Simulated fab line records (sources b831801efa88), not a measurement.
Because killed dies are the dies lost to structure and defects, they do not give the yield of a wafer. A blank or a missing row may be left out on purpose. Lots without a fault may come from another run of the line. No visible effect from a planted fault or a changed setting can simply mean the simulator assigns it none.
fab line records ; flow sky130
record lots=6; wafers=18; last_day=50
route steps=708 shown METAL2@485 PAD_OPEN@708
lots that met no fault: taken from a fault-free run of the same line
start_h: the number of hours between the record's first day and the start of the first shown wafer of the lot ; wait_h: time in hours since the lot's previous step ; " identical to the entry in the row above ; L1.1+2: one row covering several wafers at once ; - value missing, or start not given ; * or withheld: withheld ; < > ~ a bound
route shown NAME@n: a module of which the file shows steps, and the number in the route of the first ; usual: the fault-free wafers' mean and standard deviation ; same: alike in all rows ; chamber/n: place in a boat ; sites: readings site by site ; _std_site: the values' standard deviation ; _edge_site: mean of outer sites minus mean of inner sites ; radius_mm: how far each site lies from the wafer's centre ; mask NAME#n: copy n ; behind: tool/chamber where the wafer was last shaped ; hold: cause of the lot's hold/its duration in hours/its outcome ; device: names the non-switching transistor (n, p or np) ; end of line: the same wafers' tests at the end of the route ; a step without rows: its recipe alone ; killed: dies lost to structure and defects at the first sort, not the wafer's yield ; map: per-die view of a wafer (x killed, . not killed, _ where there is no die)
set.NAME: setting as actually run; set.NAME@STEP: the setting as run at that earlier step ; model.NAME: the simulator's own value behind a step, which no gauge read
lots at some steps of the route; a table a step, a row a wafer
services: from which hour (start_h, from the record's first day; less than 0 if before it) a tool's chamber was out of use, for how many hours, and why
## steps
# step SKY_METAL2_SPUTTER_02
# recipe material=AlCu; target_thk_nm=250; power_w=10600; time_s=13.3; chamber_pressure_pa=0.4
# usual throttle_valve_pct=30.3/0.9
lot.wafer;tool;chamber;start_h;wait_h;throttle_valve_pct
L545.1;pvd_sputter-02;-;851.89;0.0;30.6
L545.2;pvd_sputter-02;-;851.89;0.0;30.6
L545.5;pvd_sputter-02;-;851.89;0.0;29.0
L546.1;pvd_sputter-03;-;854.20;0.0;32.3
L546.2;pvd_sputter-03;-;854.20;0.0;30.6
L546.3;pvd_sputter-03;-;854.20;0.0;29.2
L549.2;pvd_sputter-03;-;877.20;0.0;30.4
L549.3;pvd_sputter-03;-;877.20;0.0;31.9
L549.5;pvd_sputter-03;-;877.20;0.0;32.3
L548.1;pvd_sputter-02;-;877.63;0.0;29.5
L548.3;pvd_sputter-02;-;877.63;0.0;30.7
L548.4;pvd_sputter-02;-;877.63;0.0;28.9
L559.1;pvd_sputter-04;-;947.88;0.0;30.8
L559.3;pvd_sputter-04;-;947.88;0.0;28.8
L559.4;pvd_sputter-04;-;947.88;0.0;30.8
L560.2;pvd_sputter-03;-;976.27;0.0;30.3
L560.5;pvd_sputter-03;-;976.27;0.0;30.5
L560.6;pvd_sputter-03;-;976.27;0.0;29.1
# step SKY_METAL2_SPUTTER_03
# recipe material=Ti; target_thk_nm=5; power_w=3000; time_s=3.3; chamber_pressure_pa=0.4
# usual throttle_valve_pct=30.2/0.9
lot.wafer;tool;chamber;start_h;wait_h;throttle_valve_pct
L545.1;pvd_sputter-02;-;851.92;0.0;30.8
L545.2;pvd_sputter-02;-;851.92;0.0;30.7
L545.5;pvd_sputter-02;-;851.92;0.0;29.2
L546.1;pvd_sputter-03;-;854.23;0.0;32.4
L546.2;pvd_sputter-03;-;854.23;0.0;30.5
L546.3;pvd_sputter-03;-;854.23;0.0;29.0
L549.2;pvd_sputter-03;-;877.23;0.0;30.4
L549.3;pvd_sputter-03;-;877.23;0.0;32.4
L549.5;pvd_sputter-03;-;877.23;0.0;32.0
L548.1;pvd_sputter-02;-;877.65;0.0;29.5
L548.3;pvd_sputter-02;-;877.65;0.0;30.8
L548.4;pvd_sputter-02;-;877.65;0.0;29.1
L559.1;pvd_sputter-04;-;947.90;0.0;30.8
L559.3;pvd_sputter-04;-;947.90;0.0;28.9
L559.4;pvd_sputter-04;-;947.90;0.0;30.9
L560.2;pvd_sputter-03;-;976.29;0.0;30.1
L560.5;pvd_sputter-03;-;976.29;0.0;30.3
L560.6;pvd_sputter-03;-;976.29;0.0;29.0
# step SKY_METAL2_SPUTTER_04
# recipe material=TiN; target_thk_nm=70; power_w=6500; time_s=58.3; chamber_pressure_pa=0.4
# usual throttle_valve_pct=30.3/0.88
lot.wafer;tool;chamber;start_h;wait_h;throttle_valve_pct
L545.1;pvd_sputter-02;-;851.93;0.0;30.7
L545.2;pvd_sputter-02;-;851.93;0.0;31.0
L545.5;pvd_sputter-02;-;851.93;0.0;29.3
L546.1;pvd_sputter-03;-;854.24;0.0;32.1
L546.2;pvd_sputter-03;-;854.24;0.0;30.7
L546.3;pvd_sputter-03;-;854.24;0.0;29.2
L549.2;pvd_sputter-03;-;877.25;0.0;30.4
L549.3;pvd_sputter-03;-;877.25;0.0;32.3
L549.5;pvd_sputter-03;-;877.25;0.0;32.0
L548.1;pvd_sputter-02;-;877.67;0.0;29.4
L548.3;pvd_sputter-02;-;877.67;0.0;30.6
L548.4;pvd_sputter-02;-;877.67;0.0;29.2
L559.1;pvd_sputter-04;-;947.92;0.0;30.9
L559.3;pvd_sputter-04;-;947.92;0.0;29.0
L559.4;pvd_sputter-04;-;947.92;0.0;30.6
L560.2;pvd_sputter-03;-;976.31;0.0;30.4
L560.5;pvd_sputter-03;-;976.31;0.0;30.5
L560.6;pvd_sputter-03;-;976.31;0.0;29.1
# step SKY_METAL2_RS_MEAS_05
# recipe thk_meas_gauge=four-point-probe; reads=TiN_of_METAL2_SPUTTER_04+Ti_of_METAL2_SPUTTER_03+AlCu_of_METAL2_SPUTTER_02+TiN_of_METAL2_SPUTTER_01+Ti_of_METAL2_SPUTTER_00
# usual METAL2_ALCU_RS=0.1267/0.0009
lot.wafer;tool;chamber;start_h;wait_h;METAL2_ALCU_RS[ohm/sq]
L545.1;film_metro-04;-;851.98;0.0;0.1269
L545.2;film_metro-04;-;851.98;0.0;0.1272
L545.5;film_metro-04;-;851.98;0.0;0.1273
L546.1;film_metro-01;-;854.29;0.0;0.1266
L546.2;film_metro-01;-;854.29;0.0;0.1265
L546.3;film_metro-01;-;854.29;0.0;0.1263
L549.2;film_metro-04;-;877.32;0.0;0.1271
L549.3;film_metro-04;-;877.32;0.0;0.1285
L549.5;film_metro-04;-;877.32;0.0;0.1281
L548.1;film_metro-04;-;877.72;0.0;0.1264
L548.3;film_metro-04;-;877.72;0.0;0.1262
L548.4;film_metro-04;-;877.72;0.0;0.1260
L559.1;film_metro-04;-;947.97;0.0;0.1251
L559.3;film_metro-04;-;947.97;0.0;0.1251
L559.4;film_metro-04;-;947.97;0.0;0.1252
L560.2;film_metro-03;-;976.38;0.0;0.1252
L560.5;film_metro-03;-;976.38;0.0;0.1259
L560.6;film_metro-03;-;976.38;0.0;0.1259
# step SKY_METAL2_THK_MEAS_06
# recipe thk_meas_gauge=xrf; reads=AlCu_of_METAL2_SPUTTER_02
# usual METAL2_ALCU_THK=251.2/2.4
lot.wafer;tool;chamber;start_h;wait_h;METAL2_ALCU_THK[nm]
L545.1;film_metro-04;-;852.10;0.1;251.3
L545.2;film_metro-04;-;852.10;0.1;252.4
L545.5;film_metro-04;-;852.10;0.1;250.9
L546.1;film_metro-01;-;854.41;0.1;248.2
L546.2;film_metro-01;-;854.41;0.1;251.7
L546.3;film_metro-01;-;854.41;0.1;249.9
L549.2;film_metro-04;-;877.43;0.1;252.1
L549.3;film_metro-04;-;877.43;0.1;250.7
L549.5;film_metro-04;-;877.43;0.1;250.4
L548.1;film_metro-04;-;877.84;0.1;253.7
L548.3;film_metro-04;-;877.84;0.1;253.8
L548.4;film_metro-04;-;877.84;0.1;253.5
L559.1;film_metro-04;-;948.09;0.1;256.6
L559.3;film_metro-04;-;948.09;0.1;255.3
L559.4;film_metro-04;-;948.09;0.1;255.4
L560.2;film_metro-03;-;976.49;0.1;255.1
L560.5;film_metro-03;-;976.49;0.1;253.2
L560.6;film_metro-03;-;976.49;0.1;252.8
# step SKY_METAL2_DEHYDRATE_07
# recipe temp_c=200; time_s=60
# step SKY_METAL2_HMDS_08
# recipe prime_time_s=60; prime_temp_c=120
# step SKY_METAL2_COAT_09
# recipe resist=BARC; temp_c=withheld; time_s=withheld; spin_rpm=3000; resist_thk_nm=60
# step SKY_METAL2_COAT_10
# recipe resist=KrF-thick; spin_rpm=3000; resist_thk_nm=450
# step SKY_METAL2_SOFTBAKE_11
# recipe temp_c=100; time_s=90; resist=KrF-thick
# step SKY_METAL2_EXPOSE_12
# recipe mask_id=MM2; na=0.8; source_shape=annular; sigma_inner=0.55; sigma_outer=0.85; target_cd_nm=140; dose_mj=28
# step SKY_METAL2_PEB_13
# recipe peb_temp_c=withheld; peb_time_s=withheld; resist=KrF-thick
# step SKY_METAL2_DEVELOP_14
# recipe develop_time_s=60; resist=KrF-thick; dev_temp_c=21
# usual developer_temp_C=20.99/0.12
lot.wafer;tool;chamber;start_h;wait_h;developer_temp_C
L545.1;litho_track-04;0;878;-;20.83
L545.2;litho_track-04;0;878;-;20.95
L545.5;litho_track-04;0;878;-;20.85
L546.1;litho_track-04;0;879;-;20.85
L546.2;litho_track-04;0;879;-;21.05
L546.3;litho_track-04;0;879;-;21.01
L549.2;litho_track-04;0;902;-;21.02
L549.3;litho_track-04;0;902;-;20.80
L549.5;litho_track-04;0;902;-;20.99
L548.1;litho_track-04;0;903;-;21.20
L548.3;litho_track-04;0;903;-;21.07
L548.4;litho_track-04;0;903;-;21.04
L559.1;litho_track-04;0;972;-;21.21
L559.3;litho_track-04;0;972;-;20.88
L559.4;litho_track-04;0;972;-;20.91
L560.2;litho_track-03;0;999;-;21.10
L560.5;litho_track-03;0;999;-;21.06
L560.6;litho_track-03;0;999;-;21.02
# step SKY_METAL2_CD_MEAS_15
# recipe target_cd_nm=140
# usual cd_nm=140.0/1.6
lot.wafer;tool;chamber;start_h;wait_h;cd_nm
L545.1;cd_sem-02;-;878.66;-;139.7
L545.2;cd_sem-02;-;878.66;-;140.2
L545.5;cd_sem-02;-;878.66;-;140.1
L546.1;cd_sem-02;-;879.71;-;139.0
L546.2;cd_sem-02;-;879.71;-;138.0
L546.3;cd_sem-02;-;879.71;-;136.6
L549.2;cd_sem-02;-;902.63;-;135.2
L549.3;cd_sem-02;-;902.63;-;133.3
L549.5;cd_sem-02;-;902.63;-;135.3
L548.1;cd_sem-01;-;903.26;-;134.1
L548.3;cd_sem-01;-;903.26;-;135.1
L548.4;cd_sem-01;-;903.26;-;134.6
L559.1;cd_sem-02;-;972.36;-;138.7
L559.3;cd_sem-02;-;972.36;-;139.5
L559.4;cd_sem-02;-;972.36;-;139.0
L560.2;cd_sem-01;-;999.51;-;140.7
L560.5;cd_sem-01;-;999.51;-;140.3
L560.6;cd_sem-01;-;999.51;-;141.1
# step SKY_METAL2_OVL_MEAS_16
# usual METAL2_OVL=-1/6.7
lot.wafer;tool;chamber;start_h;wait_h;METAL2_OVL[nm]
L545.1;overlay-01;-;878.78;0.1;-1
L545.2;overlay-01;-;878.78;0.1;-4
L545.5;overlay-01;-;878.78;0.1;-9
L546.1;overlay-01;-;879.83;0.1;3
L546.2;overlay-01;-;879.83;0.1;4
L546.3;overlay-01;-;879.83;0.1;4
L549.2;overlay-02;-;902.74;0.1;5
L549.3;overlay-02;-;902.74;0.1;7
L549.5;overlay-02;-;902.74;0.1;7
L548.1;overlay-01;-;903.38;0.1;-8
L548.3;overlay-01;-;903.38;0.1;-12
L548.4;overlay-01;-;903.38;0.1;-2
L559.1;overlay-01;-;972.48;0.1;-11
L559.3;overlay-01;-;972.48;0.1;-6
L559.4;overlay-01;-;972.48;0.1;-12
L560.2;overlay-02;-;999.62;0.1;12
L560.5;overlay-02;-;999.62;0.1;-2
L560.6;overlay-02;-;999.62;0.1;-4
# step SKY_METAL2_DESCUM_17
# recipe chemistry=O2; source_power_w=150; bias_power_w=0; pressure_mtorr=10; temp_c=40; time_s=8
# usual drypump_motor_current_A=5.8/0.58; oes_product_au=1.001/0.0078
lot.wafer;tool;chamber;start_h;wait_h;drypump_motor_current_A;oes_product_au;rf_hours_counter_h;model.METAL2.cd_nm
L545.1;rie_metal-01;1;878.82;0.0;6.4;1.007;8;140.5
L545.2;rie_metal-01;0;878.82;0.0;6.4;1.012;15;140.7
L545.5;rie_metal-01;0;878.82;0.0;6.4;1.007;-;140.3
L546.1;rie_metal-03;1;879.87;0.0;5.9;0.997;6;139
L546.2;rie_metal-03;0;879.87;0.0;6.2;0.999;4;138.1
L546.3;rie_metal-03;0;879.87;0.0;6.2;0.996;-;136.6
L549.2;rie_metal-03;0;902.77;0.0;6.2;0.994;6;135
L549.3;rie_metal-03;0;902.77;0.0;6.2;0.999;-;133.3
L549.5;rie_metal-03;0;902.77;0.0;6.2;1.003;-;135.1
L548.1;rie_metal-03;0;903.42;0.0;6.2;0.997;6;134.8
L548.3;rie_metal-03;0;903.42;0.0;6.2;0.998;-;134.1
L548.4;rie_metal-03;1;903.42;0.0;5.9;1.008;-;134.7
L559.1;rie_metal-03;0;972.52;0.0;6.2;0.993;9;138.7
L559.3;rie_metal-03;0;972.52;0.0;6.2;0.999;-;139.3
L559.4;rie_metal-03;1;972.52;0.0;5.9;0.997;-;138.9
L560.2;rie_metal-02;0;999.65;0.0;5.2;0.992;16;140.1
L560.5;rie_metal-02;1;999.65;0.0;5.0;0.999;-;140.5
L560.6;rie_metal-02;0;999.65;0.0;5.2;0.996;-;140.9
# step SKY_METAL2_ETCH_18
# recipe chemistry=N2/H2; target=BARC; ion_energy_ev=200; bias_w=100; pressure_mtorr=30; n2_flow_sccm=100; h2_flow_sccm=200; icp_w=500; stop_on=SiO2; time_s=45.9; target_depth_a=600
# usual drypump_motor_current_A=5.8/0.58; oes_product_au=0.854/0.0049; throttle_valve_pct=13.225/0.0087
lot.wafer;tool;chamber;start_h;wait_h;drypump_motor_current_A;oes_product_au;rf_hours_counter_h;throttle_valve_pct
L545.1;rie_metal-01;1;878.85;0.0;6.4;0.854;8;13.229
L545.2;rie_metal-01;0;878.85;0.0;6.4;0.855;15;13.226
L545.5;rie_metal-01;0;878.85;0.0;6.4;0.856;-;13.224
L546.1;rie_metal-03;1;879.90;0.0;5.9;0.850;6;13.225
L546.2;rie_metal-03;0;879.90;0.0;6.2;0.847;4;13.227
L546.3;rie_metal-03;0;879.90;0.0;6.2;0.860;-;13.224
L549.2;rie_metal-03;0;902.80;0.0;6.2;0.851;6;13.220
L549.3;rie_metal-03;0;902.80;0.0;6.2;0.849;-;13.242
L549.5;rie_metal-03;0;902.80;0.0;6.2;0.850;-;13.229
L548.1;rie_metal-03;0;903.45;0.0;6.2;0.849;6;13.215
L548.3;rie_metal-03;0;903.45;0.0;6.2;0.865;-;13.226
L548.4;rie_metal-03;1;903.45;0.0;5.9;0.856;-;13.225
L559.1;rie_metal-03;0;972.55;0.0;6.2;0.860;9;13.221
L559.3;rie_metal-03;0;972.55;0.0;6.2;0.856;-;13.231
L559.4;rie_metal-03;1;972.55;0.0;5.9;0.850;-;13.235
L560.2;rie_metal-02;0;999.68;0.0;5.2;0.848;16;13.231
L560.5;rie_metal-02;1;999.68;0.0;5.0;0.855;-;13.208
L560.6;rie_metal-02;0;999.68;0.0;5.2;0.862;-;13.229
# step SKY_METAL2_METAL_ETCH_19
# recipe target_depth_a=3600; stop_on=SiO2; over_etch_frac=0.3; time_s=78; chemistry=Cl2/BCl3; resist_sidewall_deg=88; pressure_mtorr=10; icp_w=900; bias_w=48.5; Cl2_flow_sccm=60; bcl3_flow_sccm=30
# usual drypump_motor_current_A=5.8/0.58; oes_product_au=0.855/0.0051; throttle_valve_pct=22.264/0.009
lot.wafer;tool;chamber;start_h;wait_h;drypump_motor_current_A;oes_product_au;rf_hours_counter_h;throttle_valve_pct;model.METAL2.cd_nm
L545.1;rie_metal-01;1;878.91;0.0;6.4;0.852;8;22.258;140.2
L545.2;rie_metal-01;0;878.91;0.0;6.3;0.848;15;22.269;141.5
L545.5;rie_metal-01;0;878.91;0.0;6.4;0.857;-;22.269;140.1
L546.1;rie_metal-03;1;879.96;0.0;5.9;0.850;6;22.262;139
L546.2;rie_metal-03;0;879.96;0.0;6.1;0.858;4;22.270;139
L546.3;rie_metal-03;0;879.96;0.0;6.2;0.861;-;22.260;136.8
L549.2;rie_metal-03;0;902.86;0.0;6.2;0.856;6;22.256;135.5
L549.3;rie_metal-03;0;902.86;0.0;6.2;0.845;-;22.263;133.4
L549.5;rie_metal-03;0;902.86;0.0;6.2;0.853;-;22.248;135.6
L548.1;rie_metal-03;0;903.51;0.0;6.2;0.850;6;22.261;136.7
L548.3;rie_metal-03;0;903.51;0.0;6.2;0.852;-;22.257;135.5
L548.4;rie_metal-03;1;903.51;0.0;5.9;0.858;-;22.256;137.2
L559.1;rie_metal-03;0;972.61;0.0;6.2;0.858;9;22.276;138.2
L559.3;rie_metal-03;0;972.61;0.0;6.2;0.865;-;22.274;139.6
L559.4;rie_metal-03;1;972.61;0.0;5.9;0.860;-;22.270;138.8
L560.2;rie_metal-02;0;999.74;0.0;5.2;0.860;16;22.257;140.7
L560.5;rie_metal-02;1;999.74;0.0;5.0;0.855;-;22.254;138.9
L560.6;rie_metal-02;0;999.74;0.0;5.2;0.864;-;22.264;141.2
# step SKY_METAL2_STRIP_20
# recipe chemistry=O2/N2; power_w=1400; pressure_mtorr=1500; platen_temp_c=withheld; o2_flow_sccm=3000; n2_flow_sccm=300; overash_fraction=0.5
# usual drypump_motor_current_A=5.7/0.3; o2_flow_sccm=2999/7.8; oes_product_au=0.343/0.0052; strip_time_to_endpoint_s=2.69/0.035
lot.wafer;tool;chamber;start_h;wait_h;drypump_motor_current_A;o2_flow_sccm;oes_product_au;rf_hours_counter_h;strip_time_to_endpoint_s
L545.1;plasma_asher-02;1;879.00;0.1;6.1;2997;0.336;16;2.64
L545.2;plasma_asher-02;0;879.00;0.1;5.2;2998;0.340;16;2.66
L545.5;plasma_asher-02;1;879.00;0.1;6.1;2992;0.339;-;2.64
L546.1;plasma_asher-03;0;880.05;0.1;5.7;3013;0.344;99;2.69
L546.2;plasma_asher-03;1;880.05;0.1;5.7;3003;0.345;99;2.70
L546.3;plasma_asher-03;0;880.05;0.1;5.6;3007;0.340;-;2.68
L549.2;plasma_asher-04;0;902.95;0.1;5.8;2987;0.347;81;2.72
L549.3;plasma_asher-04;1;902.95;0.1;5.5;2993;0.349;-;2.70
L549.5;plasma_asher-04;0;902.95;0.1;5.8;3016;0.350;-;2.70
L548.1;plasma_asher-02;0;903.60;0.1;5.2;3001;0.345;18;2.69
L548.3;plasma_asher-02;0;903.60;0.1;5.2;2992;0.345;-;2.67
L548.4;plasma_asher-02;1;903.60;0.1;6.1;3013;0.340;-;2.64
L559.1;plasma_asher-03;1;972.70;0.1;5.7;3000;0.332;109;2.71
L559.3;plasma_asher-03;0;972.70;0.1;5.6;2995;0.345;-;2.71
L559.4;plasma_asher-03;1;972.70;0.1;5.7;3000;0.346;-;2.71
L560.2;plasma_asher-03;0;999.83;0.1;5.7;3002;0.355;111;2.76
L560.5;plasma_asher-03;0;999.83;0.1;5.7;2999;0.343;-;2.68
L560.6;plasma_asher-03;1;999.83;0.1;5.7;3001;0.336;-;2.70
# step SKY_PAD_OPEN_PROBE_99
# usual defect_limited_yield=82.6/2.1; killed_at_M0_to_M3=44/7.5; killed_at_M4_up=3.1/1.7; killed_at_contacts=24/6.2; killed_at_front_end=15/4.2; killed_at_other=0.4/0.58; killed_dies=85/10; killed_open=47/7.7; killed_short=38/6.4; sort_bin_3_pad_short=0.8/0.41; sort_bin_5_function=10.3/1.7; sort_bin_6_memory=6.2/1.1; sort_n_pass=407/10; sort_yield_pct=82.6/2.1
# same gross_dies=492; killed_at_back_side=0; sort_bin_4_leakage[%]=0; sort_bin_8_speed[%]=0
lot.wafer;tool;chamber;start_h;wait_h;defect_limited_yield[%];killed_at_M0_to_M3;killed_at_M4_up;killed_at_contacts;killed_at_front_end;killed_at_other;killed_dies;killed_open;killed_short;sort_bin_3_pad_short[%];sort_bin_5_function[%];sort_bin_6_memory[%];sort_n_pass;sort_yield_pct[%];model.etest.met2.width_nm
L546.1;prober-02;-;1123.13;0.1;79.7;45;5;34;16;0;100;47;52;1.0;12.2;7.1;392;79.7;138.9
L546.2;prober-02;-;1123.18;0.1;84.1;46;1;19;11;1;78;35;43;0.4;10.0;5.5;414;84.1;137.8
L546.3;prober-02;-;1123.23;0.2;84.1;31;2;23;21;1;78;37;41;1.2;8.3;6.3;414;84.1;133.7
L545.1;prober-01;-;1123.48;0.1;81.7;51;1;19;19;0;90;49;39;0.8;11.0;6.5;402;81.7;142.6
L545.2;prober-01;-;1123.53;0.1;83.5;39;2;19;20;1;81;45;35;0.8;8.5;7.1;411;83.5;143
L545.5;prober-01;-;1123.68;0.2;80.5;56;2;20;18;0;96;52;43;1.8;10.6;7.1;396;80.5;139.3
L549.2;prober-01;-;1137.88;0.1;81.1;41;2;36;13;1;93;56;37;0.6;11.2;7.1;399;81.1;136.4
L549.3;prober-01;-;1137.93;0.2;76.8;46;4;39;25;0;114;60;54;1.0;13.6;8.5;378;76.8;131.9
L549.5;prober-01;-;1138.03;0.2;81.3;32;5;38;16;1;92;50;42;0.8;11.0;6.9;400;81.3;135.8
L548.1;prober-02;-;1139.51;0.1;80.5;50;4;24;18;0;96;47;48;1.0;13.4;5.1;396;80.5;138.9
L548.3;prober-02;-;1139.61;0.2;81.1;48;5;27;11;2;93;48;43;2.0;12.2;4.7;399;81.1;135.7
L548.4;prober-02;-;1139.66;0.2;84.1;44;1;19;13;1;78;48;29;1.2;9.1;5.5;414;84.1;140
L559.1;prober-02;-;1187.33;0.1;83.3;38;6;21;16;1;82;42;40;0.4;10.6;5.7;410;83.3;141
L559.3;prober-02;-;1187.43;0.2;85.6;34;4;21;11;1;71;34;37;1.0;9.3;4.1;421;85.6;139.5
L559.4;prober-02;-;1187.48;0.2;84.8;39;1;19;16;0;75;34;41;0.4;9.6;5.3;417;84.8;141.2
L560.2;prober-01;-;1205.58;0.1;83.7;36;3;26;15;0;80;39;41;0.4;11.2;4.7;412;83.7;141.2
L560.5;prober-01;-;1205.73;0.2;83.3;40;2;18;22;0;82;44;38;0.6;10.4;5.7;410;83.3;139.4
L560.6;prober-01;-;1205.78;0.2;81.7;47;0;27;16;0;90;58;31;0.8;9.8;7.7;402;81.7;141
# killed by level:class
L546.1 METAL1:geometric_particle:short=10 LI_CONTACT:geometric_particle:open=9 CONTACT:geometric_particle:open=9 VIA1:geometric_particle:open=9 VIA3:geometric_particle:open=8 LI_CONTACT:geometric_particle:short=6 POLY_GATE:geometric_particle:short=5 CONTACT:geometric_particle:short=5
L546.2 METAL1:geometric_particle:short=13 CONTACT:geometric_particle:open=7 VIA1:geometric_particle:open=7 LOCAL_INTERCONNECT:geometric_particle:short=5 METAL2:geometric_particle:short=5 VIA2:geometric_particle:open=5 VIA3:geometric_particle:open=4 METAL3:geometric_particle:short=4
L546.3 LI_CONTACT:geometric_particle:open=7 CONTACT:geometric_particle:open=7 POLY_GATE:geometric_particle:short=6 VIA1:geometric_particle:open=6 FIELD_ISO:geometric_particle:short=5 FIELD_ISO:geometric_particle:open=5 VIA1:geometric_particle:short=5 METAL2:geometric_particle:short=5
L545.1 VIA1:geometric_particle:open=15 METAL2:geometric_particle:short=12 LI_CONTACT:geometric_particle:open=9 CONTACT:geometric_particle:open=8 POLY_GATE:geometric_particle:short=6 VIA2:geometric_particle:open=6 SPACER:geometric_particle:short=4 METAL1:geometric_particle:open=4
L545.2 VIA1:geometric_particle:open=8 VIA2:geometric_particle:open=7 POLY_GATE:geometric_particle:open=5 CONTACT:geometric_particle:open=5 METAL1:geometric_particle:short=5 VIA1:geometric_particle:short=5 FIELD_ISO:geometric_particle:open=4 POLY_GATE:geometric_particle:short=4
L545.5 VIA1:geometric_particle:open=13 VIA1:geometric_particle:short=11 POLY_GATE:geometric_particle:open=7 VIA3:geometric_particle:open=7 LI_CONTACT:geometric_particle:open=6 METAL2:geometric_particle:short=6 VIA2:geometric_particle:open=6 LOCAL_INTERCONNECT:geometric_particle:short=5
L549.2 CONTACT:geometric_particle:open=14 VIA1:geometric_particle:open=10 LI_CONTACT:geometric_particle:open=10 VIA1:geometric_particle:short=7 VIA3:geometric_particle:open=6 LI_CONTACT:geometric_particle:short=5 METAL2:geometric_particle:short=4 POLY_GATE:geometric_particle:open=4
L549.3 CONTACT:geometric_particle:open=11 FIELD_ISO:geometric_particle:short=10 LI_CONTACT:geometric_particle:open=10 CONTACT:geometric_particle:short=9 METAL1:geometric_particle:short=8 VIA3:geometric_particle:open=8 VIA1:geometric_particle:open=7 VIA2:geometric_particle:open=7
L549.5 LI_CONTACT:geometric_particle:open=11 CONTACT:geometric_particle:open=10 VIA1:geometric_particle:open=8 CONTACT:geometric_particle:short=5 METAL4:geometric_particle:short=5 FIELD_ISO:geometric_particle:open=4 POLY_GATE:geometric_particle:open=4 LI_CONTACT:geometric_particle:short=4
L548.1 VIA3:geometric_particle:open=11 METAL2:geometric_particle:short=9 VIA2:geometric_particle:open=8 POLY_GATE:geometric_particle:short=7 CONTACT:geometric_particle:short=7 VIA1:geometric_particle:open=7 LOCAL_INTERCONNECT:geometric_particle:short=6 CONTACT:geometric_particle:open=6
L548.3 VIA1:geometric_particle:open=12 CONTACT:geometric_particle:open=8 LI_CONTACT:geometric_particle:open=8 LOCAL_INTERCONNECT:geometric_particle:short=7 METAL1:geometric_particle:short=6 METAL2:geometric_particle:short=6 VIA1:geometric_particle:short=5 VIA2:geometric_particle:open=5
L548.4 VIA1:geometric_particle:open=13 VIA3:geometric_particle:open=10 LI_CONTACT:geometric_particle:open=8 VIA1:geometric_particle:short=7 VIA2:geometric_particle:open=6 POLY_GATE:geometric_particle:open=4 CONTACT:geometric_particle:open=4 METAL3:geometric_particle:short=4
L559.1 VIA1:geometric_particle:open=11 CONTACT:geometric_particle:open=8 FIELD_ISO:geometric_particle:open=6 METAL1:geometric_particle:short=5 VIA1:geometric_particle:short=5 METAL3:geometric_particle:short=5 FIELD_ISO:geometric_particle:short=4 LI_CONTACT:geometric_particle:open=4
L559.3 VIA1:geometric_particle:open=9 VIA3:geometric_particle:open=8 LI_CONTACT:geometric_particle:open=7 CONTACT:geometric_particle:short=6 METAL2:geometric_particle:short=5 METAL3:geometric_particle:short=4 FIELD_ISO:geometric_particle:short=3 VIA1:geometric_particle:short=3
L559.4 CONTACT:geometric_particle:open=10 METAL2:geometric_particle:short=7 VIA1:geometric_particle:open=7 VIA1:geometric_particle:short=7 POLY_GATE:geometric_particle:short=6 METAL1:geometric_particle:short=6 LI_CONTACT:geometric_particle:open=5 VIA3:geometric_particle:open=5
L560.2 CONTACT:geometric_particle:open=8 VIA1:geometric_particle:open=7 LOCAL_INTERCONNECT:geometric_particle:short=6 VIA3:geometric_particle:open=6 FIELD_ISO:geometric_particle:short=5 CONTACT:geometric_particle:short=5 VIA1:geometric_particle:short=5 METAL2:geometric_particle:short=5
L560.5 VIA1:geometric_particle:open=11 VIA3:geometric_particle:open=8 POLY_GATE:geometric_particle:short=7 CONTACT:geometric_particle:open=7 FIELD_ISO:geometric_particle:short=5 METAL2:geometric_particle:short=5 LI_CONTACT:geometric_particle:open=4 METAL1:geometric_particle:short=4
L560.6 VIA1:geometric_particle:open=17 VIA2:geometric_particle:open=11 CONTACT:geometric_particle:open=10 VIA3:geometric_particle:open=6 FIELD_ISO:geometric_particle:open=5 LI_CONTACT:geometric_particle:open=5 CONTACT:geometric_particle:short=5 METAL1:geometric_particle:short=5
## services
tool;chamber;start_h;hours;kind
rie_metal-02;-;849.35;0.2;repair
rie_metal-02;0;892.33;1.4;repair
rie_metal-01;-;902.07;1.4;pm
pvd_sputter-03;-;904.85;24.6;repair
rie_metal-03;1;909.49;4.4;repair
pvd_sputter-04;0;917.78;-;consumable_replace:kit
pvd_sputter-04;0;917.78;18.0;scheduled_down
pvd_sputter-04;0;917.78;18.0;vent_cycle
pvd_sputter-02;3;923.43;-;consumable_replace:kit
pvd_sputter-02;3;923.43;18.0;scheduled_down
pvd_sputter-02;3;923.43;18.0;vent_cycle
pvd_sputter-04;-;937.41;8.7;repair
plasma_asher-04;-;948.72;29.3;repair
plasma_asher-04;-;963.55;2.9;repair
pvd_sputter-04;-;964.66;21.3;repair
pvd_sputter-02;-;965.46;5.1;repair
## key
first_sign step=SKY_METAL2_CD_MEAS_15; reading=cd_nm; direction=down; sigmas=3.4; usual=140.0; struck=134.6
effect none on later readings
model_effect step=SKY_METAL2_DESCUM_17; value=METAL2.cd_nm; without=139.1; struck=134.5
model_effect step=SKY_METAL2_METAL_ETCH_19; value=METAL2.cd_nm; without=140.2; struck=135.7
model_effect step=SKY_PAD_OPEN_PROBE_99; value=etest.met2.width_nm; without=141; struck=136.4
met_at SKY_METAL2_DEVELOP_14
struck_wafers L548.1,L548.3,L548.4,L549.2,L549.3,L549.5
onset_between 879 902
fault kind=process_parameter_drift; tool=litho_track-04; chamber=-; onset_h=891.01; steps=SKY_METAL2_DEVELOP_14; channel=develop_time_s; offset=*; shape=step; end_h=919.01; acts_in=*; stated=*
